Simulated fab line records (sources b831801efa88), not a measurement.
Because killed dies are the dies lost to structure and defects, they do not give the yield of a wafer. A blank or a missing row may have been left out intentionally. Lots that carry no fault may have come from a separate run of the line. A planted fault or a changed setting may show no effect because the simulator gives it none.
2 desks looking at one fault / flow sky130 / every desk sees just its own numbers, and what lay behind them comes last

AT THE TOOL OWNER'S DESK: hdpcvd-01
The tool's own readings at SKY_VIA1_HDPCVD_00 (deposits SiO2, target thk 1030 nm, time 171.7 s): means of the sampled wafers that have a number, for each lot that ran on this tool. The brackets show how far a lot's mean lies from the usual mean; more than 4 standard deviations puts the lot out of limits, marked OUT.
Columns: A = runLengthS at SKY_VIA1_HDPCVD_00, usual 199.7 s
lot=L695; first seen here=day 33 08:07; A=199.5
lot=L696; first seen here=day 33 17:48; A=199.6
lot=L699; first seen here=day 34 18:13; A=197.7 (-4.1) OUT
lot=L700; first seen here=day 35 05:06; A=197.9
lot=L709; first seen here=day 37 13:51; A=199.9
lot=L712; first seen here=day 38 16:46; A=199.8
lot=L715; first seen here=day 39 13:28; A=199.5
lot=L716; first seen here=day 41 00:29; A=199.5
This desk finds L699 out of limits, L699 being first, at day 34 18:13 (runLengthS at SKY_VIA1_HDPCVD_00). L695, L696, L700, L709, L712, L715, L716: within limits.

AT THE METROLOGY DESK
Lot by lot, what the gauges showed, no matter which tool ran the lot: averages of those sampled wafers that carry a number. The brackets show how far a lot's mean lies from the usual mean; more than 4 standard deviations puts the lot out of limits, marked OUT.
Columns: A = CONTACT_BOW at SKY_CONTACT_BOW_MEAS_05, usual 82 um; B = VIA1_HDPCVD_THK at SKY_VIA1_THK_MEAS_01, usual 1020 nm
lot=L693; first seen here=day 30 11:10; A=81; B=1022
lot=L695; first seen here=day 30 21:05; A=77; B=1028
lot=L696; first seen here=day 31 09:29; A=76; B=1018
lot=L699; first seen here=day 32 10:46; A=84; B=1005
lot=L700; first seen here=day 32 21:42; A=71; B=1001
lot=L708; first seen here=day 35 02:19; A=80; B=1030
lot=L709; first seen here=day 35 07:23; A=87; B=1008
lot=L710; first seen here=day 35 18:20; A=79; B=1029
lot=L711; first seen here=day 36 04:38; A=81; B=1023
lot=L712; first seen here=day 36 10:43; A=81; B=1018
lot=L715; first seen here=day 37 08:59; A=80; B=1015
lot=L716; first seen here=day 38 20:05; A=83; B=1021
This desk's finding: nothing out of limits on any of the 12 lots.

ALL TOGETHER
The tool owner's desk had the chance to raise an alarm at day 34 18:13 on L699.
Metrology desk: nothing out of limits seen.
The metrology desk has L699 on record, within its limits.
On hdpcvd-01, each named lot ran SKY_VIA1_HDPCVD_00.

WHAT HAD BEEN PUT IN BY THE SIMULATOR
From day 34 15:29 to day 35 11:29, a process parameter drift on hdpcvd-01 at SKY_VIA1_HDPCVD_00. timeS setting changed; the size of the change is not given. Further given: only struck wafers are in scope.
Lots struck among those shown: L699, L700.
Each desk's first reading out of limits, in hours after the fault started: the tool owner's desk, 3.
